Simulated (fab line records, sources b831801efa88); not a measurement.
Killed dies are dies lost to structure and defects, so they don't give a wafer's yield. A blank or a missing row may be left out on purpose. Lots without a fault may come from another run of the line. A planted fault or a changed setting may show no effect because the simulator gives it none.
Which tool did it? | flow sky130 | 14 lots, 42 wafers sampled, at 4 steps of a route of 708

WHAT THE GAUGES READ, wafer by wafer
SKY_METAL2_OVL_MEAS_16. Usual: METAL2_OVL 2 nm, standard deviation 6.1.
lot  | measured     | on         | METAL2_OVL (nm) | flag
L943 | day 35 04:58 | overlay-02 | 5 5 8           |
L944 | day 35 10:10 | overlay-01 | 3 -3 -3         |
L945 | day 35 17:16 | overlay-02 | 5 6 -1          |
L946 | day 36 02:23 | overlay-01 | 7 8 11          |
L947 | day 36 08:10 | overlay-02 | 0 12 11         |
L948 | day 36 15:14 | overlay-01 | 2 -9 -4         |
L949 | day 38 01:16 | overlay-02 | 6 3 5           |
L950 | day 38 03:25 | overlay-02 | -13 -9 3        |
L959 | day 40 01:41 | overlay-02 | -3 8 -3         |
L962 | day 40 18:14 | overlay-02 | 6 -3 3          |
L963 | day 41 09:47 | overlay-01 | 4 11 9          |
L964 | day 41 13:04 | overlay-02 | 4 -5 0          |
L965 | day 41 19:43 | overlay-02 | -1 9 1          |
L966 | day 41 21:28 | overlay-01 | 16 0 10         |

SKY_VIA2_BOW_MEAS_03. Usual: VIA2_BOW 86 um, standard deviation 6.7.
lot  | measured     | on            | VIA2_BOW (um) | flag
L943 | day 35 06:19 | film_metro-02 | 85 107 84     |
L944 | day 35 11:49 | film_metro-04 | 82 87 83      |
L945 | day 35 18:35 | film_metro-04 | 89 95 92      |
L946 | day 36 03:52 | film_metro-04 | 81 88 80      |
L947 | day 36 09:28 | film_metro-02 | 95 81 82      |
L948 | day 36 16:44 | film_metro-04 | 75 77 69      |
L949 | day 38 02:34 | film_metro-04 | 77 85 82      |
L950 | day 38 04:47 | film_metro-01 | 87 76 84      |
L959 | day 40 04:15 | film_metro-04 | 79 92 92      |
L962 | day 40 19:54 | film_metro-04 | 89 93 93      |
L963 | day 41 11:07 | film_metro-02 | 93 87 91      |
L964 | day 41 14:24 | film_metro-02 | 83 85 88      |
L965 | day 41 21:02 | film_metro-04 | 93 76 80      |
L966 | day 41 22:48 | film_metro-04 | 83 92 91      |

WHICH TOOL RAN EACH LOT (tool, then ch and the chambers of the sampled wafers, then the start)
lot  | SKY_GATE_OXIDE_OXIDATION_16   | SKY_VIA1_SPUTTER_20
L943 | furnace-01 ch 0, day 13 23:29 | pvd_sputter-02, day 34 02:22
L944 | furnace-01 ch 0, day 14 05:15 | pvd_sputter-01, day 34 06:28
L945 | furnace-01 ch 0, day 14 15:25 | pvd_sputter-02, day 34 13:29
L946 | furnace-01 ch 0, day 14 23:22 | pvd_sputter-01, day 34 23:20
L947 | furnace-02 ch 0, day 15 07:24 | pvd_sputter-02, day 35 04:32
L948 | furnace-01 ch 0, day 15 13:20 | pvd_sputter-01, day 35 12:16
L949 | furnace-01 ch 0, day 16 14:36 | pvd_sputter-03, day 36 23:04
L950 | furnace-01 ch 0, day 16 14:36 | pvd_sputter-01, day 37 00:13
L959 | furnace-01 ch 0, day 19 11:50 | pvd_sputter-02, day 38 21:51
L962 | furnace-02 ch 0, day 20 09:49 | pvd_sputter-01, day 39 13:38
L963 | furnace-01 ch 0, day 20 21:51 | pvd_sputter-01, day 40 08:50
L964 | furnace-01 ch 0, day 21 06:26 | pvd_sputter-03, day 40 11:53
L965 | furnace-01 ch 0, day 21 14:31 | pvd_sputter-01, day 40 18:20
L966 | furnace-01 ch 0, day 21 17:17 | pvd_sputter-02, day 40 20:57
- SKY_GATE_OXIDE_OXIDATION_16: stabilise 600 s, purge 300 s, target thk 3.57 nm.
- SKY_VIA1_SPUTTER_20: material TiN, target thk 20 nm, time 80 s.

WHAT THE TOOLS THEMSELVES READ (means of the sampled wafers that have a number; where no wafer has one, the mark that the record gives instead)
SKY_VIA1_SPUTTER_20. Usual: throttle_valve_pct 30.0 %, standard deviation 0.75.
lot  | tool           | throttle_valve_pct (%) | flag
L943 | pvd_sputter-02 | 29.8                   |
L944 | pvd_sputter-01 | 29.8                   |
L945 | pvd_sputter-02 | 29.7                   |
L946 | pvd_sputter-01 | 31.3                   |
L947 | pvd_sputter-02 | 30.0                   |
L948 | pvd_sputter-01 | 29.4                   |
L949 | pvd_sputter-03 | 30.2                   |
L950 | pvd_sputter-01 | 30.9                   |
L959 | pvd_sputter-02 | 29.8                   |
L962 | pvd_sputter-01 | 30.1                   |
L963 | pvd_sputter-01 | 30.0                   |
L964 | pvd_sputter-03 | 30.4                   |
L965 | pvd_sputter-01 | 29.5                   |
L966 | pvd_sputter-02 | 29.3                   |

THE ANSWER, worked out from the rows above alone
Rule: a lot is off if the mean of its wafers that have a number lies more than 3 standard deviations from the usual mean. A lot without any number at a reading at which 4 lots or more have one is off too. The other lots that the step has rows for count as sound. The gauges are gone through in route order, then the tools' own readings, and for those a lot's mean is taken as printed above. The first step at which some lot is off is used, and at that step the reading that is off furthest; a lot without a number counts as furthest.
No lot is off at any reading shown: from this, nothing can be told.

WHAT THE SIMULATOR HAD PUT IN
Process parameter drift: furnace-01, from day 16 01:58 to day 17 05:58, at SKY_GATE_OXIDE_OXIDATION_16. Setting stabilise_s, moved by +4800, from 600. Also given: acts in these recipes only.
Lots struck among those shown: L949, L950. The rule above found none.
